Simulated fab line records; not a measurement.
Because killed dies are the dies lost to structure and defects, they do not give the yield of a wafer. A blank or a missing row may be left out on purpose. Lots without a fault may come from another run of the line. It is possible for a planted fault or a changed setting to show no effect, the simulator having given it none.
What tool caused it? || flow sky130 || Sampling: 14 lots, 42 wafers, 4 of 708 route steps

## WHAT EACH GAUGE READ, for each wafer
The record lacks any reading of a measuring or inspecting step that a usual standard deviation could be used to judge.

## EACH LOT AND THE TOOL THAT RAN IT (in order: tool; ch and the chambers of the sampled wafers; start)
{"lot": "L387", "SKY_LI_CONTACT_CMP_02": "cmp-01 ch 0,1, day 27 21:45", "SKY_LOCAL_INTERCONNECT_SPUTTER_00": "pvdSputter-04, day 29 03:36", "SKY_LOCAL_INTERCONNECT_DEVELOP_10": "lithoTrack-02 ch 0, day 30 08:00", "SKY_LOCAL_INTERCONNECT_METAL_ETCH_14": "rieMetal-02 ch 0,1, day 30 08:51"}
{"lot": "L388", "SKY_LI_CONTACT_CMP_02": "cmp-01 ch 2,3, day 28 01:01", "SKY_LOCAL_INTERCONNECT_SPUTTER_00": "pvdSputter-02, day 29 07:26", "SKY_LOCAL_INTERCONNECT_DEVELOP_10": "lithoTrack-03 ch 0, day 30 11:00", "SKY_LOCAL_INTERCONNECT_METAL_ETCH_14": "rieMetal-01 ch 1, day 30 11:45"}
{"lot": "L389", "SKY_LI_CONTACT_CMP_02": "cmp-02 ch 0,1,3, day 28 18:46", "SKY_LOCAL_INTERCONNECT_SPUTTER_00": "pvdSputter-01, day 30 00:31", "SKY_LOCAL_INTERCONNECT_DEVELOP_10": "lithoTrack-03 ch 0, day 31 04:00", "SKY_LOCAL_INTERCONNECT_METAL_ETCH_14": "rieMetal-01 ch 0, day 31 05:24"}
{"lot": "L390", "SKY_LI_CONTACT_CMP_02": "cmp-02 ch 0,2,3, day 29 08:15", "SKY_LOCAL_INTERCONNECT_SPUTTER_00": "pvdSputter-01, day 30 13:50", "SKY_LOCAL_INTERCONNECT_DEVELOP_10": "lithoTrack-02 ch 0, day 31 18:00", "SKY_LOCAL_INTERCONNECT_METAL_ETCH_14": "rieMetal-01 ch 0,1, day 31 18:30"}
{"lot": "L394", "SKY_LI_CONTACT_CMP_02": "cmp-02 ch 0,1,3, day 31 00:36", "SKY_LOCAL_INTERCONNECT_SPUTTER_00": "pvdSputter-01, day 32 06:26", "SKY_LOCAL_INTERCONNECT_DEVELOP_10": "lithoTrack-03 ch 0, day 33 09:00", "SKY_LOCAL_INTERCONNECT_METAL_ETCH_14": "rieMetal-02 ch 0,1, day 33 09:59"}
{"lot": "L396", "SKY_LI_CONTACT_CMP_02": "cmp-01 ch 0,1,2, day 31 08:14", "SKY_LOCAL_INTERCONNECT_SPUTTER_00": "pvdSputter-02, day 32 12:34", "SKY_LOCAL_INTERCONNECT_DEVELOP_10": "lithoTrack-02, day 33 15:00", "SKY_LOCAL_INTERCONNECT_METAL_ETCH_14": "rieMetal-02 ch 0,1, day 33 16:01"}
{"lot": "L397", "SKY_LI_CONTACT_CMP_02": "cmp-01 ch 0,1, day 31 15:45", "SKY_LOCAL_INTERCONNECT_SPUTTER_00": "pvdSputter-01, day 32 20:43", "SKY_LOCAL_INTERCONNECT_DEVELOP_10": "lithoTrack-02, day 33 23:00", "SKY_LOCAL_INTERCONNECT_METAL_ETCH_14": "rieMetal-02 ch 0,1, day 33 23:46"}
{"lot": "L403", "SKY_LI_CONTACT_CMP_02": "cmp-02 ch 1,2,3, day 33 14:10", "SKY_LOCAL_INTERCONNECT_SPUTTER_00": "pvdSputter-01, day 34 18:13", "SKY_LOCAL_INTERCONNECT_DEVELOP_10": "lithoTrack-02 ch 0, day 35 20:00", "SKY_LOCAL_INTERCONNECT_METAL_ETCH_14": "rieMetal-01 ch 0,1, day 35 20:39"}
{"lot": "L402", "SKY_LI_CONTACT_CMP_02": "cmp-02 ch 1,2, day 33 15:17", "SKY_LOCAL_INTERCONNECT_SPUTTER_00": "pvdSputter-02, day 34 19:51", "SKY_LOCAL_INTERCONNECT_DEVELOP_10": "lithoTrack-02 ch 0, day 35 22:00", "SKY_LOCAL_INTERCONNECT_METAL_ETCH_14": "rieMetal-02 ch 0, day 35 22:32"}
{"lot": "L404", "SKY_LI_CONTACT_CMP_02": "cmp-01 ch 0,3, day 33 18:38", "SKY_LOCAL_INTERCONNECT_SPUTTER_00": "pvdSputter-02, day 34 22:23", "SKY_LOCAL_INTERCONNECT_DEVELOP_10": "lithoTrack-03 ch 0, day 35 23:00", "SKY_LOCAL_INTERCONNECT_METAL_ETCH_14": "rieMetal-02 ch 0, day 36 00:23"}
{"lot": "L406", "SKY_LI_CONTACT_CMP_02": "cmp-01 ch 2,3, day 34 09:31", "SKY_LOCAL_INTERCONNECT_SPUTTER_00": "pvdSputter-04, day 35 13:37", "SKY_LOCAL_INTERCONNECT_DEVELOP_10": "lithoTrack-03 ch 0, day 36 15:00", "SKY_LOCAL_INTERCONNECT_METAL_ETCH_14": "rieMetal-01 ch 0,1, day 36 16:11"}
{"lot": "L408", "SKY_LI_CONTACT_CMP_02": "cmp-01 ch 2,3, day 34 20:57", "SKY_LOCAL_INTERCONNECT_SPUTTER_00": "pvdSputter-04, day 36 00:38", "SKY_LOCAL_INTERCONNECT_DEVELOP_10": "lithoTrack-02 ch 0, day 37 02:00", "SKY_LOCAL_INTERCONNECT_METAL_ETCH_14": "rieMetal-03 ch 0,1, day 37 02:45"}
{"lot": "L407", "SKY_LI_CONTACT_CMP_02": "cmp-02 ch 0,1,3, day 35 04:50", "SKY_LOCAL_INTERCONNECT_SPUTTER_00": "pvdSputter-04, day 36 08:25", "SKY_LOCAL_INTERCONNECT_DEVELOP_10": "lithoTrack-03 ch 0, day 37 09:00", "SKY_LOCAL_INTERCONNECT_METAL_ETCH_14": "rieMetal-01 ch 0, day 37 10:15"}
{"lot": "L410", "SKY_LI_CONTACT_CMP_02": "cmp-01 ch 0,2,3, day 35 10:59", "SKY_LOCAL_INTERCONNECT_SPUTTER_00": "pvdSputter-01, day 36 14:45", "SKY_LOCAL_INTERCONNECT_DEVELOP_10": "lithoTrack-04 ch 0, day 37 16:00", "SKY_LOCAL_INTERCONNECT_METAL_ETCH_14": "rieMetal-03 ch 0,1, day 37 17:10"}
- SKY_LI_CONTACT_CMP_02: polishes PSG.
- SKY_LOCAL_INTERCONNECT_SPUTTER_00: material TiN, target thk 100 nm, time 83.3 s.
- SKY_LOCAL_INTERCONNECT_DEVELOP_10: develop time 60 s.
- SKY_LOCAL_INTERCONNECT_METAL_ETCH_14: etches TiN in Cl2/BCl3, stops on PSG, target depth 110 nm, time 31.4 s.

## WHAT THE TOOLS THEMSELVES READ (means of the sampled wafers that have a number; where no wafer has one, the mark that the record gives instead)
SKY_LI_CONTACT_CMP_02. Usual: headPressurePsi 3.999 psi, standard deviation 0.0084; motorCurrentA 11.4 A, standard deviation 1.4; timeToEndpointS 32.0 s, standard deviation 2.5.
{"lot": "L387", "tool": "cmp-01", "headPressurePsi (psi)": 3.998, "motorCurrentA (A)": 10.5, "timeToEndpointS (s)": 33.0, "flag": ""}
{"lot": "L388", "tool": "cmp-01", "headPressurePsi (psi)": 3.992, "motorCurrentA (A)": 10.6, "timeToEndpointS (s)": 33.0, "flag": ""}
{"lot": "L389", "tool": "cmp-02", "headPressurePsi (psi)": 3.999, "motorCurrentA (A)": 11.2, "timeToEndpointS (s)": 37.0, "flag": ""}
{"lot": "L390", "tool": "cmp-02", "headPressurePsi (psi)": 3.990, "motorCurrentA (A)": 12.3, "timeToEndpointS (s)": 32.9, "flag": ""}
{"lot": "L394", "tool": "cmp-02", "headPressurePsi (psi)": 3.999, "motorCurrentA (A)": 11.1, "timeToEndpointS (s)": 33.7, "flag": ""}
{"lot": "L396", "tool": "cmp-01", "headPressurePsi (psi)": 3.997, "motorCurrentA (A)": 10.6, "timeToEndpointS (s)": 31.4, "flag": ""}
{"lot": "L397", "tool": "cmp-01", "headPressurePsi (psi)": 4.015, "motorCurrentA (A)": 10.8, "timeToEndpointS (s)": 28.2, "flag": ""}
{"lot": "L403", "tool": "cmp-02", "headPressurePsi (psi)": 3.999, "motorCurrentA (A)": 12.6, "timeToEndpointS (s)": 33.9, "flag": ""}
{"lot": "L402", "tool": "cmp-02", "headPressurePsi (psi)": 4.011, "motorCurrentA (A)": 12.5, "timeToEndpointS (s)": 33.2, "flag": ""}
{"lot": "L404", "tool": "cmp-01", "headPressurePsi (psi)": 3.999, "motorCurrentA (A)": 11.6, "timeToEndpointS (s)": 31.1, "flag": ""}
{"lot": "L406", "tool": "cmp-01", "headPressurePsi (psi)": 3.994, "motorCurrentA (A)": 11.0, "timeToEndpointS (s)": 29.7, "flag": ""}
{"lot": "L408", "tool": "cmp-01", "headPressurePsi (psi)": 3.998, "motorCurrentA (A)": 11.2, "timeToEndpointS (s)": 31.3, "flag": ""}
{"lot": "L407", "tool": "cmp-02", "headPressurePsi (psi)": 4.005, "motorCurrentA (A)": 11.2, "timeToEndpointS (s)": 33.4, "flag": ""}
{"lot": "L410", "tool": "cmp-01", "headPressurePsi (psi)": 3.998, "motorCurrentA (A)": 11.5, "timeToEndpointS (s)": 30.5, "flag": ""}

SKY_LOCAL_INTERCONNECT_SPUTTER_00. Usual: chamberPressurePa 0.4000 Pa, standard deviation 0.00078; throttleValvePct 30.2 %, standard deviation 0.83.
{"lot": "L387", "tool": "pvdSputter-04", "chamberPressurePa (Pa)": 0.4003, "throttleValvePct (%)": 29.8, "flag": ""}
{"lot": "L388", "tool": "pvdSputter-02", "chamberPressurePa (Pa)": 0.3992, "throttleValvePct (%)": 30.3, "flag": ""}
{"lot": "L389", "tool": "pvdSputter-01", "chamberPressurePa (Pa)": 0.4001, "throttleValvePct (%)": 30.7, "flag": ""}
{"lot": "L390", "tool": "pvdSputter-01", "chamberPressurePa (Pa)": 0.4000, "throttleValvePct (%)": 30.1, "flag": ""}
{"lot": "L394", "tool": "pvdSputter-01", "chamberPressurePa (Pa)": 0.4008, "throttleValvePct (%)": 29.8, "flag": ""}
{"lot": "L396", "tool": "pvdSputter-02", "chamberPressurePa (Pa)": 0.3999, "throttleValvePct (%)": 30.3, "flag": ""}
{"lot": "L397", "tool": "pvdSputter-01", "chamberPressurePa (Pa)": 0.3995, "throttleValvePct (%)": 31.4, "flag": ""}
{"lot": "L403", "tool": "pvdSputter-01", "chamberPressurePa (Pa)": 0.3993, "throttleValvePct (%)": 29.8, "flag": ""}
{"lot": "L402", "tool": "pvdSputter-02", "chamberPressurePa (Pa)": 0.3994, "throttleValvePct (%)": 30.2, "flag": ""}
{"lot": "L404", "tool": "pvdSputter-02", "chamberPressurePa (Pa)": 0.3999, "throttleValvePct (%)": 30.3, "flag": ""}
{"lot": "L406", "tool": "pvdSputter-04", "chamberPressurePa (Pa)": 0.4003, "throttleValvePct (%)": 30.3, "flag": ""}
{"lot": "L408", "tool": "pvdSputter-04", "chamberPressurePa (Pa)": 0.4001, "throttleValvePct (%)": 30.0, "flag": ""}
{"lot": "L407", "tool": "pvdSputter-04", "chamberPressurePa (Pa)": 0.3999, "throttleValvePct (%)": 29.8, "flag": ""}
{"lot": "L410", "tool": "pvdSputter-01", "chamberPressurePa (Pa)": 0.3999, "throttleValvePct (%)": 31.4, "flag": ""}

SKY_LOCAL_INTERCONNECT_DEVELOP_10. Usual: 22.99 C for chillPlateTempC, sd 0.1.
{"lot": "L387", "tool": "lithoTrack-02", "chillPlateTempC (C)": 22.98, "flag": ""}
{"lot": "L388", "tool": "lithoTrack-03", "chillPlateTempC (C)": 23.01, "flag": ""}
{"lot": "L389", "tool": "lithoTrack-03", "chillPlateTempC (C)": 23.05, "flag": ""}
{"lot": "L390", "tool": "lithoTrack-02", "chillPlateTempC (C)": 23.05, "flag": ""}
{"lot": "L394", "tool": "lithoTrack-03", "chillPlateTempC (C)": 23.07, "flag": ""}
{"lot": "L396", "tool": "lithoTrack-02", "chillPlateTempC (C)": "-", "flag": "OFF"}
{"lot": "L397", "tool": "lithoTrack-02", "chillPlateTempC (C)": "-", "flag": "OFF"}
{"lot": "L403", "tool": "lithoTrack-02", "chillPlateTempC (C)": 23.19, "flag": ""}
{"lot": "L402", "tool": "lithoTrack-02", "chillPlateTempC (C)": 22.94, "flag": ""}
{"lot": "L404", "tool": "lithoTrack-03", "chillPlateTempC (C)": 22.85, "flag": ""}
{"lot": "L406", "tool": "lithoTrack-03", "chillPlateTempC (C)": 22.97, "flag": ""}
{"lot": "L408", "tool": "lithoTrack-02", "chillPlateTempC (C)": 22.93, "flag": ""}
{"lot": "L407", "tool": "lithoTrack-03", "chillPlateTempC (C)": 23.05, "flag": ""}
{"lot": "L410", "tool": "lithoTrack-04", "chillPlateTempC (C)": 23.00, "flag": ""}

SKY_LOCAL_INTERCONNECT_METAL_ETCH_14. Usual: drypumpMotorCurrentA 5.8 A, standard deviation 0.41; oesProductAu 0.941 a.u., standard deviation 0.0077; throttleValvePct 21.902 %, standard deviation 0.01.
{"lot": "L387", "tool": "rieMetal-02", "drypumpMotorCurrentA (A)": 6.0, "oesProductAu (a.u.)": 0.945, "throttleValvePct (%)": 21.903, "flag": ""}
{"lot": "L388", "tool": "rieMetal-01", "drypumpMotorCurrentA (A)": 5.4, "oesProductAu (a.u.)": 0.943, "throttleValvePct (%)": 21.895, "flag": ""}
{"lot": "L389", "tool": "rieMetal-01", "drypumpMotorCurrentA (A)": 6.2, "oesProductAu (a.u.)": 0.934, "throttleValvePct (%)": 21.911, "flag": ""}
{"lot": "L390", "tool": "rieMetal-01", "drypumpMotorCurrentA (A)": 5.9, "oesProductAu (a.u.)": 0.941, "throttleValvePct (%)": 21.909, "flag": ""}
{"lot": "L394", "tool": "rieMetal-02", "drypumpMotorCurrentA (A)": 6.0, "oesProductAu (a.u.)": 0.940, "throttleValvePct (%)": 21.904, "flag": ""}
{"lot": "L396", "tool": "rieMetal-02", "drypumpMotorCurrentA (A)": 6.0, "oesProductAu (a.u.)": 0.953, "throttleValvePct (%)": 21.897, "flag": ""}
{"lot": "L397", "tool": "rieMetal-02", "drypumpMotorCurrentA (A)": 5.7, "oesProductAu (a.u.)": 0.936, "throttleValvePct (%)": 21.907, "flag": ""}
{"lot": "L403", "tool": "rieMetal-01", "drypumpMotorCurrentA (A)": 5.7, "oesProductAu (a.u.)": 0.928, "throttleValvePct (%)": 21.905, "flag": ""}
{"lot": "L402", "tool": "rieMetal-02", "drypumpMotorCurrentA (A)": 5.5, "oesProductAu (a.u.)": 0.944, "throttleValvePct (%)": 21.890, "flag": ""}
{"lot": "L404", "tool": "rieMetal-02", "drypumpMotorCurrentA (A)": 5.5, "oesProductAu (a.u.)": 0.935, "throttleValvePct (%)": 21.903, "flag": ""}
{"lot": "L406", "tool": "rieMetal-01", "drypumpMotorCurrentA (A)": 5.9, "oesProductAu (a.u.)": 0.946, "throttleValvePct (%)": 21.896, "flag": ""}
{"lot": "L408", "tool": "rieMetal-03", "drypumpMotorCurrentA (A)": 6.0, "oesProductAu (a.u.)": 0.946, "throttleValvePct (%)": 21.902, "flag": ""}
{"lot": "L407", "tool": "rieMetal-01", "drypumpMotorCurrentA (A)": 6.2, "oesProductAu (a.u.)": 0.948, "throttleValvePct (%)": 21.894, "flag": ""}
{"lot": "L410", "tool": "rieMetal-03", "drypumpMotorCurrentA (A)": 6.0, "oesProductAu (a.u.)": 0.935, "throttleValvePct (%)": 21.911, "flag": ""}

## THE ANSWER, worked out from the rows above alone
Rule: a lot is off if the mean of its wafers that have a number lies more than 3 standard deviations from the usual mean. Also off: a lot with no number at a reading for which 4 or more lots have one. All remaining lots with rows at the step are treated as sound. The gauges are gone through in route order, then the tools' own readings, and for those a lot's mean is taken as printed above. The first step at which some lot is off is used, and at that step the reading that is off furthest; a lot without a number counts as furthest.
Off: L396, L397, at SKY_LOCAL_INTERCONNECT_DEVELOP_10 (chillPlateTempC). Without a number there: L396, L397.
A tool fits if, at that step or a process step before it, it ran every lot that is off, and no sound lot after the first of them. Not one of the candidates tried fits.

## WHAT THE SIMULATOR HAD INSERTED
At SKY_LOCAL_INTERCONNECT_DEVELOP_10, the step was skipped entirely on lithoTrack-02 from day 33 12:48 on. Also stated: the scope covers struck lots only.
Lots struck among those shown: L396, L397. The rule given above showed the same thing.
